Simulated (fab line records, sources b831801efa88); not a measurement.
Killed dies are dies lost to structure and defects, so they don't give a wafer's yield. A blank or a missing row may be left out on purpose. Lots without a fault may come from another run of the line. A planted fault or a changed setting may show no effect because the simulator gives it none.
fab line records | flow sky130
record lots=6 wafers=18 last_day=50
route steps=708 shown SONOS_ONO@176 GATE_OXIDE@187 POLY_GATE@204 PAD_OPEN@708
lots that met no fault: from a run of the same line without faults
start_h: hours from the record's first day to the start of the lot's first wafer shown | wait_h: hours since the lot's step before | " the same as in the row above | L1.1+2: a row that stands for several wafers | - no value, or no start given | * or withheld: withheld | < > ~ a bound
route shown NAME@n: a module of which the file shows steps, and the number in the route of the first | usual: mean/standard deviation of fault-free wafers | same: alike in all rows | chamber/n: place in a boat | sites: the reading at each site | _std_site: their standard deviation | _edge_site: outer sites' mean less inner sites' | radius_mm: how far each site lies from the wafer's centre | mask NAME#n: copy n | behind: the tool/chamber that last shaped the wafer | hold: why the lot was held/for how many hours/how that ended | device: the transistor (n, p or np) that didn't switch | end of line: the same wafers' tests at the end of the route | a step without rows: its recipe alone | killed: dies lost to structure and defects at the first sort, not the wafer's yield | map: a wafer's dies, x killed, . not, _ none there
set.NAME: the setting as run; set.NAME@STEP: as run at that earlier step | model.NAME: the simulator's own value behind a step, which no gauge read
lots at some steps of the route; a table a step, a row a wafer
services: from which hour (start_h, from the record's first day; less than 0 if before it) a tool's chamber was out of use, for how many hours, and why
## steps
# step SKY_SONOS_ONO_COAT_08
# recipe resist=NOVOLAK spin_rpm=3000 resist_thk_nm=1140
# step SKY_SONOS_ONO_SOFTBAKE_09
# recipe temp_c=90 time_s=60 resist=NOVOLAK
# step SKY_SONOS_ONO_EXPOSE_10
# recipe mask_id=ONOM target_cd_nm=410 na=0.6 source_shape=conventional sigma_outer=0.6 dose_mj=150
# step SKY_SONOS_ONO_PEB_11
# recipe temp_c=withheld time_s=* resist=NOVOLAK
# step SKY_SONOS_ONO_DEVELOP_12
# recipe develop_time_s=60 dev_temp_c=23
# step SKY_SONOS_ONO_CD_MEAS_13
# recipe target_cd_nm=410
# usual cd_nm=410.7/2.5
# columns lot.wafer tool chamber start_h wait_h cd_nm
L929.1 cd_sem-02 - 298.00 0.1 411.4
L929.2 " - " " 412.9
L929.3 " - " " 410.8
L932.2 cd_sem-02 - 324.30 0.1 413.0
L932.5 " - " " 411.2
L932.6 " - " " 411.4
L938.1 cd_sem-02 - 371.75 0.1 410.6
L938.4 " - " " 409.0
L938.6 " - " " 410.8
L940.2 cd_sem-02 - 393.29 0.1 412.1
L940.3 " - " " 410.5
L940.6 " - " " 410.5
L949.1 cd_sem-01 - 465.22 0.1 412.0
L949.5 " - " " 411.1
L949.6 " - " " 412.1
L950.1 cd_sem-01 - 471.07 0.1 411.0
L950.3 " - " " 408.5
L950.5 " - " " 409.9
# step SKY_SONOS_ONO_OVL_MEAS_14
# usual SONOS_ONO_OVL=-0.4/1.3
# columns lot.wafer tool chamber start_h wait_h SONOS_ONO_OVL[nm]
L929.1 overlay-01 - 298.12 0.1 1.4
L929.2 " - " " 2.3
L929.3 " - " " 1.3
L932.2 overlay-02 - 324.40 0.1 0.4
L932.5 " - " " -1.9
L932.6 " - " " -0.5
L938.1 overlay-02 - 371.87 0.1 -1.4
L938.4 " - " " -1.7
L938.6 " - " " -3.2
L940.2 overlay-01 - 393.40 0.1 0.0
L940.3 " - " " 0.5
L940.6 " - " " 1.0
L949.1 overlay-02 - 465.34 0.1 -2.4
L949.5 " - " " -0.5
L949.6 " - " " -1.0
L950.1 overlay-01 - 471.19 0.1 -2.4
L950.3 " - " " -0.1
L950.5 " - " " -0.7
# step SKY_SONOS_ONO_ETCH_15
# recipe target_depth_nm=19.52 chemistry=CHF3/O2 source_w=600 bias_w=200 pressure_mtorr=40 chf3_flow_sccm=50 O2_flow_sccm=5 time_s=7.8
# usual drypump_motor_current_A=5.6/0.4 oes_product_au=1.003/0.014 rf_fwd_power_W=589/3.6 throttle_valve_pct=8.826/0.01
# columns lot.wafer tool chamber start_h wait_h drypump_motor_current_A oes_product_au rf_fwd_power_W rf_hours_counter_h throttle_valve_pct
L929.1 rie_diel-04 0 298.15 0.0 5.8 0.985 590 17 8.830
L929.2 " 1 " " 6.0 1.013 586 12 8.839
L929.3 " 2 " " 6.5 1.010 583 86 8.808
L932.2 rie_diel-03 2 324.43 0.0 5.3 0.994 591 1 8.816
L932.5 " 3 " " 5.3 0.996 590 - 8.825
L932.6 " 2 " " 5.3 0.990 592 - 8.831
L938.1 rie_diel-04 1 371.90 0.0 6.0 1.014 585 14 8.824
L938.4 " 0 " " 5.9 0.989 586 19 8.832
L938.6 " 3 " " 5.7 1.017 595 - 8.827
L940.2 rie_diel-04 3 393.43 0.0 5.7 1.012 592 14 8.826
L940.3 " 1 " " 6.0 1.014 585 14 8.832
L940.6 " 0 " " 5.8 0.986 581 - 8.816
L949.1 rie_diel-01 1 465.38 0.0 5.5 0.999 586 1 8.832
L949.5 " 2 " " 6.1 1.025 591 - 8.832
L949.6 " 1 " " 5.5 0.995 585 - 8.819
L950.1 rie_diel-04 0 471.23 0.0 5.9 0.995 585 21 8.844
L950.3 " 2 " " 6.4 1.019 583 90 8.829
L950.5 " 1 " " 6.0 1.007 589 - 8.815
# step SKY_SONOS_ONO_WET_ETCH_16
# recipe chemistry=dHF target_depth_nm=14 dry=n2_spin target=SiO2 dilution=100:1 temp_c=25 time_s=280
# step SKY_SONOS_ONO_STRIP_17
# recipe chemistry=O2/N2 power_w=1400 pressure_mtorr=1500 platen_temp_c=withheld o2_flow_sccm=3000 n2_flow_sccm=300 overash_fraction=0.5
# usual drypump_motor_current_A=5.6/0.35 o2_flow_sccm=3000/8.7 oes_product_au=0.710/0.0046 strip_time_to_endpoint_s=14.11/0.04
# columns lot.wafer tool chamber start_h wait_h drypump_motor_current_A o2_flow_sccm oes_product_au rf_hours_counter_h strip_time_to_endpoint_s
L929.1 plasma_asher-01 1 298.27 0.0 5.8 3013 0.706 17 14.24
L929.2 " 0 " " 5.9 3006 0.711 17 14.23
L929.3 " 0 " " 5.8 3002 0.720 - 14.17
L932.2 plasma_asher-04 0 324.54 0.0 5.7 2987 0.708 65 14.07
L932.5 " 0 " " 5.7 3005 0.699 - 14.12
L932.6 " 1 " " 5.0 3010 0.710 - 14.11
L938.1 plasma_asher-03 1 372.02 0.0 5.8 2988 0.705 68 14.12
L938.4 " 0 " " 6.0 2978 0.721 - 14.12
L938.6 " 1 " " 5.8 3004 0.710 - 14.11
L940.2 plasma_asher-04 0 393.62 0.0 5.7 3003 0.715 71 14.12
L940.3 " 1 " " 5.0 3010 0.703 - 14.09
L940.6 " 1 " " 5.0 3010 0.716 - 14.13
L949.1 plasma_asher-04 1 465.50 0.0 5.1 2994 0.711 3 14.06
L949.5 " 1 " " 5.0 2985 0.712 - 14.06
L949.6 " 0 " " 5.7 3000 0.710 - 14.06
L950.1 plasma_asher-01 1 471.34 0.0 5.8 2995 0.707 35 14.08
L950.3 " 1 " " 5.8 3003 0.718 - 14.07
L950.5 " 0 " " 5.9 3018 0.716 - 14.13
# step SKY_SONOS_ONO_WET_ETCH_18
# recipe chemistry=H3PO4 target_depth_nm=15 target=Si3N4 temp_c=160 time_s=172
# step SKY_GATE_OXIDE_CLEAN_00
# recipe chemistry=SC1/SC2 mix=1:4:20 temp_c=70 time_s=150 dry=n2_spin
# step SKY_GATE_OXIDE_OXIDATION_01
# recipe temp_c=900 ambient=O2 stabilise_s=600 purge_s=300 target_thk_a=102.68 ox_time_s=1473
# usual spike_tc_bottom_C=915.8/1.9 spike_tc_centre_C=899.9/0.98 spike_tc_lower_C=900.8/1.1 spike_tc_top_C=910.7/1.4 spike_tc_upper_C=898.6/1.2 tube_center_temp_C=900/0.085 tube_center_temp_C_max=902.3/0.37
# same ox_time_s=1473
# columns lot.wafer tool chamber start_h wait_h spike_tc_bottom_C spike_tc_centre_C spike_tc_lower_C spike_tc_top_C spike_tc_upper_C tube_center_temp_C tube_center_temp_C_max model.SiO2_of_GATE_OXIDE_OXIDATION_01.thk_nm
L929.1 furnace-02 0 298.47 0.0 914.1 900.2 901.4 911.6 898.1 899.96 902.3 9.947
L929.2 " 0 " " 913.9 900.3 900.0 911.5 897.4 899.95 902.1 9.846
L929.3 " 0 " " 914.6 899.3 899.4 912.9 899.3 899.92 901.9 10.09
L932.2 furnace-01 0 324.75 0.0 916.5 900.0 900.6 909.5 900.5 900.02 902.2 10.3
L932.5 " 0 " " 916.8 899.4 900.3 912.1 899.6 900.08 902.5 10.37
L932.6 " 0 " " 916.8 900.0 899.7 908.0 897.5 899.97 903.0 10.11
L938.1 furnace-01 0 372.23 0.0 906.3 891.1 891.2 898.6 889.7 889.95 892.1 9.092
L938.4 " 0 " " 906.0 889.3 891.0 900.3 889.5 890.08 892.5 9.122
L938.6 " 0 " " 907.4 889.1 892.3 900.3 888.7 889.92 892.2 9.029
L940.2 furnace-01 0 394.33 0.5 906.0 889.7 890.9 900.3 888.7 889.99 892.2 9.477
L940.3 " 0 " " 908.8 891.7 889.3 901.7 887.0 890.06 892.4 9.473
L940.6 " 0 " " 908.5 890.6 891.0 900.0 889.8 890.21 891.9 9.445
L949.1 furnace-01 0 466.37 0.7 915.2 900.3 902.4 911.6 897.6 900 902.1 10.35
L949.5 " 0 " " 917.5 899.6 899.6 911.3 899.7 900.04 902.2 10.44
L949.6 " 0 " " 917.3 900.1 902.8 909.8 900.6 899.96 902.4 10.38
L950.1 furnace-02 0 472.68 1.1 913.5 898.8 901.9 911.8 897.1 899.84 902.2 10.64
L950.3 " 0 " " 913.5 898.5 899.7 912.2 896.3 900 902.4 10.37
L950.5 " 0 " " 912.5 900.2 901.7 912.3 896.8 900.09 902.0 10.59
# step SKY_GATE_OXIDE_THK_MEAS_02
# recipe reads=SiO2_of_GATE_OXIDE_OXIDATION_01
# usual GATE_OXIDE_OXIDATION_00_THK=10.32/0.2
# columns lot.wafer tool chamber start_h wait_h GATE_OXIDE_OXIDATION_00_THK[nm]
L929.1 film_metro-02 - 299.88 0.0 9.95
L929.2 " - " " 9.84
L929.3 " - " " 10.12
L932.2 film_metro-02 - 326.17 0.0 10.30
L932.5 " - " " 10.31
L932.6 " - " " 10.15
L938.1 film_metro-03 - 373.64 0.0 9.01
L938.4 " - " " 9.11
L938.6 " - " " 8.99
L940.2 film_metro-03 - 395.75 0.0 9.54
L940.3 " - " " 9.41
L940.6 " - " " 9.45
L949.1 film_metro-03 - 467.78 0.0 10.34
L949.5 " - " " 10.42
L949.6 " - " " 10.37
L950.1 film_metro-03 - 474.09 0.0 10.66
L950.3 " - " " 10.42
L950.5 " - " " 10.58
# step SKY_GATE_OXIDE_DEHYDRATE_03
# recipe temp_c=200 time_s=60
# step SKY_GATE_OXIDE_HMDS_04
# recipe prime_time_s=60 prime_temp_c=120
# step SKY_GATE_OXIDE_COAT_05
# recipe resist=NOVOLAK spin_rpm=3000 resist_thk_nm=1140
# step SKY_GATE_OXIDE_SOFTBAKE_06
# recipe temp_c=90 time_s=60 resist=NOVOLAK
# step SKY_GATE_OXIDE_EXPOSE_07
# recipe mask_id=LVOM na=0.6 source_shape=conventional sigma_outer=0.6 polarization=unpolarized target_cd_nm=600 dose_mj=170
# step SKY_GATE_OXIDE_PEB_08
# recipe temp_c=withheld time_s=* resist=NOVOLAK
# step SKY_GATE_OXIDE_DEVELOP_09
# recipe resist=NOVOLAK developer=TMAH develop_time_s=60 dev_temp_c=23
# step SKY_GATE_OXIDE_OVL_MEAS_10
# usual GATE_OXIDE_OVL=0.1/1.3
# columns lot.wafer tool chamber start_h wait_h GATE_OXIDE_OVL[nm]
L929.1 overlay-01 - 325.46 0.1 0.4
L929.2 " - " " 1.1
L929.3 " - " " -0.5
L932.2 overlay-01 - 352.36 0.1 0.6
L932.5 " - " " -0.2
L932.6 " - " " 0.6
L938.1 overlay-02 - 403.06 0.1 -0.1
L938.4 " - " " 0.0
L938.6 " - " " 0.8
L940.2 overlay-02 - 425.05 0.1 -0.4
L940.3 " - " " 0.7
L940.6 " - " " 1.0
L949.1 overlay-01 - 498.30 0.1 0.6
L949.5 " - " " 0.0
L949.6 " - " " 0.8
L950.1 overlay-02 - 504.05 0.1 -2.6
L950.3 " - " " 0.8
L950.5 " - " " -1.9
# step SKY_GATE_OXIDE_IMPLANT_11
# recipe species=B energy_kev=10 dose_cm2=2.6e+12 tilt_deg=withheld
# step SKY_GATE_OXIDE_WET_ETCH_12
# recipe chemistry=dHF target_depth_nm=16.8 dry=n2_spin target=SiO2 dilution=100:1 temp_c=25 time_s=336
# step SKY_GATE_OXIDE_STRIP_13
# recipe chemistry=O2/N2 power_w=1400 pressure_mtorr=1500 platen_temp_c=withheld o2_flow_sccm=3000 n2_flow_sccm=300 overash_fraction=0.5
# usual drypump_motor_current_A=5.7/0.34 o2_flow_sccm=3001/8.8 oes_product_au=0.715/0.0044 strip_time_to_endpoint_s=14.18/0.038
# columns lot.wafer tool chamber start_h wait_h drypump_motor_current_A o2_flow_sccm oes_product_au rf_hours_counter_h strip_time_to_endpoint_s
L929.1 plasma_asher-02 0 325.75 0.0 6.1 2994 0.709 47 14.24
L929.2 " 1 " " 5.7 3000 0.722 47 14.24
L929.3 " 0 " " 6.0 2999 0.711 - 14.18
L932.2 plasma_asher-03 0 352.68 0.0 6.0 2999 0.717 67 14.22
L932.5 " 1 " " 5.9 3009 0.722 - 14.22
L932.6 " 0 " " 6.0 2994 0.716 - 14.21
L938.1 plasma_asher-02 1 403.34 0.0 5.7 2983 0.716 55 14.21
L938.4 " 0 " " 6.1 2998 0.710 - 14.17
L938.6 " 1 " " 5.7 2994 0.714 - 14.15
L940.2 plasma_asher-03 0 425.45 0.0 6.0 2999 0.724 74 14.15
L940.3 " 0 " " 6.0 3009 0.715 - 14.19
L940.6 " 0 " " 6.0 3014 0.716 - 14.14
L949.1 plasma_asher-02 1 498.59 0.0 5.7 3008 0.716 63 14.17
L949.5 " 0 " " 6.0 3014 0.713 - 14.14
L949.6 " 1 " " 5.7 3007 0.710 - 14.20
L950.1 plasma_asher-04 1 504.33 0.0 5.0 3002 0.717 8 14.19
L950.3 " 1 " " 5.0 3004 0.715 - 14.22
L950.5 " 0 " " 5.7 2998 0.716 - 14.20
# step SKY_GATE_OXIDE_TW_MEAS_14
# usual GATE_OXIDE_TW=223.4/2.3
# columns lot.wafer tool chamber start_h wait_h GATE_OXIDE_TW
L929.1 film_metro-04 - 325.85 0.1 223.1
L929.2 " - " " 224.3
L929.3 " - " " 224.7
L932.2 film_metro-04 - 352.79 0.1 224.9
L932.5 " - " " 223.9
L932.6 " - " " 223.4
L938.1 film_metro-03 - 403.44 0.1 225.6
L938.4 " - " " 226.2
L938.6 " - " " 224.6
L940.2 film_metro-02 - 425.56 0.1 220.2
L940.3 " - " " 220.9
L940.6 " - " " 221.2
L949.1 film_metro-04 - 498.69 0.1 225.6
L949.5 " - " " 223.9
L949.6 " - " " 224.0
L950.1 film_metro-03 - 504.43 0.1 225.6
L950.3 " - " " 226.9
L950.5 " - " " 225.4
# step SKY_GATE_OXIDE_CLEAN_15
# recipe chemistry=SC1/SC2 mix=1:4:20 temp_c=70 time_s=150 dry=n2_spin
# step SKY_GATE_OXIDE_OXIDATION_16
# recipe temp_c=800 ambient=O2 idle_temp_c=700 ramp_up_c_per_min=10 ramp_down_c_per_min=3 stabilise_s=600 purge_s=300 target_thk_a=35.7 ox_time_s=1915
# usual ramp_down_c_per_min=3.0001/0.00057 spike_tc_bottom_C=816.7/2 spike_tc_centre_C=799.8/0.98 spike_tc_lower_C=800.8/0.99 spike_tc_top_C=812.8/1.3 spike_tc_upper_C=798.7/1.1 tube_center_temp_C=800/0.072 tube_center_temp_C_max=802.0/0.33
# same ox_time_s=1915
# columns lot.wafer tool chamber start_h wait_h ramp_down_c_per_min spike_tc_bottom_C spike_tc_centre_C spike_tc_lower_C spike_tc_top_C spike_tc_upper_C tube_center_temp_C tube_center_temp_C_max model.SiO2_of_GATE_OXIDE_OXIDATION_01.thk_nm
L929.1 furnace-02 0 327.34 1.4 2.9993 814.8 798.6 802.1 814.9 800.1 799.85 801.9 11.33
L929.2 " 0 " " 3.0007 815.8 799.1 800.2 814.3 798.0 800.02 802.2 11.25
L929.3 " 0 " " 2.9997 814.8 797.9 800.2 814.0 799.4 799.97 801.7 11.47
L932.2 furnace-01 0 354.75 1.9 3.0005 819.2 800.1 801.9 811.8 799.8 800.02 801.6 11.68
L932.5 " 0 " " 3.0009 818.7 800.7 798.7 810.7 799.0 799.88 801.6 11.71
L932.6 " 0 " " 3.0004 818.2 800.3 800.9 812.5 798.7 800.08 802.7 11.52
L938.1 furnace-02 0 407.03 3.5 2.9997 814.7 798.5 802.1 812.0 798.7 800 802.1 10.59
L938.4 " 0 " " 3.0003 813.3 799.7 800.5 814.4 798.7 799.97 801.5 10.6
L938.6 " 0 " " 2.9994 814.9 799.2 801.5 814.3 800.1 799.9 802.3 10.49
L940.2 furnace-01 0 427.71 2.0 2.9999 818.3 801.1 801.2 810.0 797.9 799.95 801.9 10.94
L940.3 " 0 " " 2.9999 816.4 800.5 800.2 813.4 801.0 799.91 802.1 10.96
L940.6 " 0 " " 3.0001 818.6 801.1 803.0 811.4 798.7 800.03 801.8 10.9
L949.1 furnace-01 0 498.80 0.0 3.0009 818.7 800.7 800.8 811.2 799.0 799.96 803.0 11.73
L949.5 " 0 " " 3.0001 818.6 800.3 802.2 812.2 796.9 799.98 802.4 11.84
L949.6 " 0 " " 2.9992 817.6 800.8 802.0 811.8 797.1 800.04 802.0 11.78
L950.1 furnace-02 0 504.59 0.0 3.0002 813.7 799.1 799.9 813.0 799.6 799.84 801.6 11.95
L950.3 " 0 " " 2.9986 813.9 800.5 802.3 814.5 797.4 800.04 801.5 11.71
L950.5 " 0 " " 3.0000 814.7 798.2 801.0 813.0 798.2 799.98 801.9 11.89
# step SKY_POLY_GATE_CVD_00
# recipe material=poly-Si target_thk_nm=180 temp_c=620 time_s=720 pressure_mtorr=200
# step SKY_PAD_OPEN_PROBE_99
# usual killed_at_M0_to_M3=41/6.2 killed_at_M4_up=3.0/1.7 killed_at_contacts=25/5.8 killed_at_front_end=16/4.5 killed_at_other=0.2/0.42 killed_dies=85/8.4 killed_open=46/5.9 killed_short=39/6.3
# same gross_dies=492 killed_at_back_side=0
# columns lot.wafer tool chamber start_h wait_h killed_at_M0_to_M3 killed_at_M4_up killed_at_contacts killed_at_front_end killed_at_other killed_dies killed_open killed_short model.etest.nfet_16v.r_on_ohm_um model.etest.pfet_g5v0d10v5.r_on_ohm_um model.etest.tip_sonos.rs_ohm_sq model.etest.nfet_g5v0d10v5.r_on_ohm_um model.etest.nfet_g5v0d10v5.drive_ua_um model.etest.nfet_05v0_nvt.drive_ua_um model.etest.pfet_g5v0d10v5.drive_ua_um model.etest.nfet_16v.drive_ua_um
L929.1 prober-02 - 1090.57 0.1 52 3 15 22 0 92 41 51 1.392e+04 4630 2600 1831 627.7 595.5 354 229.2
L929.2 prober-02 - 1090.62 0.1 38 4 36 18 1 97 49 48 1.396e+04 4563 2555 1830 634.5 599.5 361.2 232.3
L929.3 prober-02 - 1090.67 0.2 44 1 23 19 0 87 58 29 1.41e+04 4663 2625 1835 623.9 595.9 349.8 227.9
L932.2 prober-01 - 1111.35 0.1 35 2 29 26 0 92 51 41 1.44e+04 4762 2639 1873 605.8 569.6 338.8 219.4
L932.5 prober-01 - 1111.50 0.2 54 6 20 10 0 90 48 42 1.42e+04 4673 2650 1868 604.8 570.9 344.8 219
L932.6 prober-01 - 1111.55 0.2 39 3 27 18 0 87 50 37 1.421e+04 4653 2580 1833 616.2 579.8 350.5 223.1
L938.1 prober-01 - 1145.96 0.1 47 2 27 16 0 92 50 42 1.373e+04 4533 2462 1814 659.3 621.1 369.1 241.6
L938.4 prober-01 - 1146.11 0.2 41 7 23 21 0 92 48 44 1.366e+04 4526 2434 1795 666.8 620.5 368.7 240.3
L938.6 prober-01 - 1146.21 0.2 41 3 20 23 0 87 55 32 1.376e+04 4436 2417 1772 668.9 628.2 375.6 242.4
L940.2 prober-01 - 1159.91 0.1 38 2 20 14 0 74 45 28 1.357e+04 4584 2496 1835 642.9 608.6 360.5 238.4
L940.3 prober-01 - 1159.96 0.2 32 5 32 18 1 88 52 35 1.346e+04 4575 2511 1847 645.9 609 358.5 238.1
L940.6 prober-01 - 1160.11 0.2 51 1 28 14 0 94 48 46 1.363e+04 4523 2464 1831 642.3 607.9 363.7 239.3
L949.1 prober-02 - 1197.34 0.1 51 1 29 11 0 92 41 51 1.378e+04 4742 2632 1863 602.4 574.1 339 223.9
L949.5 prober-02 - 1197.54 0.2 39 3 23 21 0 86 43 42 1.384e+04 4653 2682 1858 601.8 574.4 344.5 220.8
L949.6 prober-02 - 1197.59 0.2 46 2 29 16 1 94 50 42 1.375e+04 4666 2692 1867 607.7 574.6 345.9 224.1
L950.1 prober-01 - 1202.81 0.1 35 0 30 8 0 73 44 29 1.412e+04 4825 2765 1904 596.3 569.4 334.3 219.6
L950.3 prober-01 - 1202.91 0.2 44 1 34 18 0 97 48 48 1.404e+04 4695 2675 1881 611.1 583.7 350.1 223.1
L950.5 prober-01 - 1203.01 0.2 55 1 22 13 0 91 43 48 1.415e+04 4776 2757 1908 598.5 571.9 341.4 219
# killed by level:class
L929.1 VIA1:geometric_particle:open=12 METAL2:geometric_particle:short=9 FIELD_ISO:geometric_particle:short=8 METAL1:geometric_particle:short=7 LI_CONTACT:geometric_particle:open=6 VIA3:geometric_particle:open=6 VIA2:geometric_particle:open=5 POLY_GATE:geometric_particle:short=4
L929.2 CONTACT:geometric_particle:open=13 VIA1:geometric_particle:open=10 LI_CONTACT:geometric_particle:open=8 METAL2:geometric_particle:short=6 LI_CONTACT:geometric_particle:short=5 METAL1:geometric_particle:short=5 CONTACT:geometric_particle:short=5 FIELD_ISO:geometric_particle:open=4
L929.3 VIA1:geometric_particle:open=14 LI_CONTACT:geometric_particle:open=12 CONTACT:geometric_particle:open=7 VIA3:geometric_particle:open=7 POLY_GATE:geometric_particle:open=6 METAL1:geometric_particle:short=6 POLY_GATE:geometric_particle:short=5 VIA2:geometric_particle:open=5
L932.2 VIA1:geometric_particle:open=10 CONTACT:geometric_particle:open=9 FIELD_ISO:geometric_particle:short=6 SPACER:geometric_particle:open=6 CONTACT:geometric_particle:short=6 VIA2:geometric_particle:open=6 FIELD_ISO:geometric_particle:open=5 LI_CONTACT:geometric_particle:open=5
L932.5 CONTACT:geometric_particle:open=11 VIA1:geometric_particle:open=10 VIA2:geometric_particle:open=7 VIA3:geometric_particle:open=7 VIA3:geometric_particle:short=6 CONTACT:geometric_particle:short=5 VIA1:geometric_particle:short=5 POLY_GATE:geometric_particle:short=4
L932.6 VIA1:geometric_particle:open=10 VIA2:geometric_particle:open=8 CONTACT:geometric_particle:open=7 LI_CONTACT:geometric_particle:open=7 FIELD_ISO:geometric_particle:open=6 POLY_GATE:geometric_particle:short=5 LOCAL_INTERCONNECT:geometric_particle:short=5 VIA3:geometric_particle:open=5
L938.1 VIA1:geometric_particle:open=14 CONTACT:geometric_particle:open=11 VIA1:geometric_particle:short=7 VIA2:geometric_particle:open=7 FIELD_ISO:geometric_particle:short=6 FIELD_ISO:geometric_particle:open=4 LOCAL_INTERCONNECT:geometric_particle:short=4 LOCAL_INTERCONNECT:geometric_particle:open=4
L938.4 CONTACT:geometric_particle:open=10 VIA1:geometric_particle:open=9 FIELD_ISO:geometric_particle:open=7 METAL4:geometric_particle:short=7 LI_CONTACT:geometric_particle:open=6 VIA3:geometric_particle:open=6 METAL2:geometric_particle:short=6 FIELD_ISO:geometric_particle:short=5
L938.6 FIELD_ISO:geometric_particle:open=13 VIA1:geometric_particle:open=11 CONTACT:geometric_particle:open=9 VIA3:geometric_particle:open=7 LI_CONTACT:geometric_particle:open=6 FIELD_ISO:geometric_particle:short=5 VIA1:geometric_particle:short=5 METAL1:geometric_particle:short=4
L940.2 VIA1:geometric_particle:open=8 LI_CONTACT:geometric_particle:open=7 CONTACT:geometric_particle:open=7 VIA3:geometric_particle:open=6 VIA2:geometric_particle:open=5 FIELD_ISO:geometric_particle:open=4 FIELD_ISO:geometric_particle:short=4 METAL1:geometric_particle:short=4
L940.3 CONTACT:geometric_particle:open=12 LI_CONTACT:geometric_particle:open=9 VIA1:geometric_particle:open=7 VIA3:geometric_particle:open=6 CONTACT:geometric_particle:short=5 METAL1:geometric_particle:short=5 METAL4:geometric_particle:short=5 POLY_GATE:geometric_particle:short=4
L940.6 LI_CONTACT:geometric_particle:open=12 VIA1:geometric_particle:open=10 METAL2:geometric_particle:short=8 METAL3:geometric_particle:short=8 CONTACT:geometric_particle:open=7 METAL1:geometric_particle:short=6 LOCAL_INTERCONNECT:geometric_particle:short=5 VIA1:geometric_particle:short=5
L949.1 CONTACT:geometric_particle:open=10 METAL2:geometric_particle:short=9 VIA3:geometric_particle:open=9 FIELD_ISO:geometric_particle:short=7 METAL1:geometric_particle:short=7 VIA1:geometric_particle:open=7 CONTACT:geometric_particle:short=6 LI_CONTACT:geometric_particle:open=5
L949.5 CONTACT:geometric_particle:open=8 METAL1:geometric_particle:short=7 VIA1:geometric_particle:open=7 FIELD_ISO:geometric_particle:short=6 FIELD_ISO:geometric_particle:open=5 LOCAL_INTERCONNECT:geometric_particle:short=5 POLY_GATE:geometric_particle:open=5 LI_CONTACT:geometric_particle:open=5
L949.6 CONTACT:geometric_particle:open=12 VIA1:geometric_particle:open=11 LI_CONTACT:geometric_particle:short=6 VIA2:geometric_particle:open=6 FIELD_ISO:geometric_particle:short=5 POLY_GATE:geometric_particle:open=5 LOCAL_INTERCONNECT:geometric_particle:short=5 VIA3:geometric_particle:open=5
L950.1 LI_CONTACT:geometric_particle:open=10 VIA1:geometric_particle:open=8 CONTACT:geometric_particle:open=7 VIA3:geometric_particle:open=7 CONTACT:geometric_particle:short=6 VIA2:geometric_particle:open=6 FIELD_ISO:geometric_particle:short=5 METAL1:geometric_particle:short=5
L950.3 CONTACT:geometric_particle:open=13 VIA1:geometric_particle:open=10 LOCAL_INTERCONNECT:geometric_particle:short=10 METAL1:geometric_particle:short=8 LI_CONTACT:geometric_particle:open=7 METAL2:geometric_particle:short=7 FIELD_ISO:geometric_particle:open=6 VIA1:geometric_particle:short=4
L950.5 VIA1:geometric_particle:open=14 LI_CONTACT:geometric_particle:short=7 VIA3:geometric_particle:open=7 METAL1:geometric_particle:short=7 METAL2:geometric_particle:short=7 VIA2:geometric_particle:open=7 POLY_GATE:geometric_particle:short=6 LOCAL_INTERCONNECT:geometric_particle:short=6
## services
# columns tool chamber start_h hours kind
plasma_asher-02 - 292.92 0.7 repair
plasma_asher-03 - 295.31 8.8 repair
plasma_asher-01 - 325.24 2.8 repair
furnace-01 - 329.06 11.4 pm
rie_diel-03 - 332.83 0.4 repair
plasma_asher-01 - 341.39 0.8 repair
rie_diel-01 1 349.25 2.9 repair
rie_diel-04 - 356.74 0.4 repair
plasma_asher-04 - 376.93 2.8 pm
plasma_asher-02 - 379.23 2.2 repair
plasma_asher-01 - 383.35 2.2 repair
rie_diel-01 0 397.34 2.4 repair
furnace-02 - 400.63 3.4 pm
rie_diel-03 3 408.17 4.6 repair
furnace-01 - 415.41 2.9 pm
plasma_asher-02 - 418.67 15.6 pm
rie_diel-01 - 419.25 0.8 repair
plasma_asher-04 - 421.25 9.0 pm
rie_diel-04 0 435.19 3.0 repair
rie_diel-03 0 454.84 7.0 repair
plasma_asher-03 - 463.42 3.6 repair
rie_diel-01 0 465.11 2.0 repair
plasma_asher-03 - 485.36 4.7 repair
plasma_asher-03 - 500.66 2.8 pm
## key
first_sign step=SKY_GATE_OXIDE_OXIDATION_01 reading=tube_center_temp_C direction=down sigmas=99+ usual=* struck=*
effect step=SKY_GATE_OXIDE_OXIDATION_01 reading=tube_center_temp_C_max direction=down sigmas=27 usual=* struck=*
effect step=SKY_GATE_OXIDE_THK_MEAS_02 reading=GATE_OXIDE_OXIDATION_00_THK direction=down sigmas=5.4 usual=10.32 struck=9.25
model_effect step=SKY_GATE_OXIDE_OXIDATION_01 value=SiO2_of_GATE_OXIDE_OXIDATION_01.thk_nm without=10.35 struck=9.273
model_effect step=SKY_GATE_OXIDE_OXIDATION_16 value=SiO2_of_GATE_OXIDE_OXIDATION_01.thk_nm without=11.74 struck=10.75
model_effect step=SKY_PAD_OPEN_PROBE_99 value=etest.nfet_16v.r_on_ohm_um without=1.421e+04 struck=1.364e+04
met_at SKY_GATE_OXIDE_OXIDATION_01
struck_wafers L938.1,L938.4,L938.6,L940.2,L940.3,L940.6
tester_left_out L938,L940
onset_between 324.75 372.23
fault kind=process_parameter_drift tool=furnace-01 chamber=- onset_h=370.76 steps=SKY_GATE_OXIDE_OXIDATION_01 channel=temp_c offset=* shape=step end_h=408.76 acts_in=* stated=*
# tester_left_out: of these lots the tester's yield and bins aren't shown, on N5 and GAA mostly nor the transistor test; their killed dies are dies lost to structure and defects alone, not to doping, threshold or leakage, so they don't give the yield
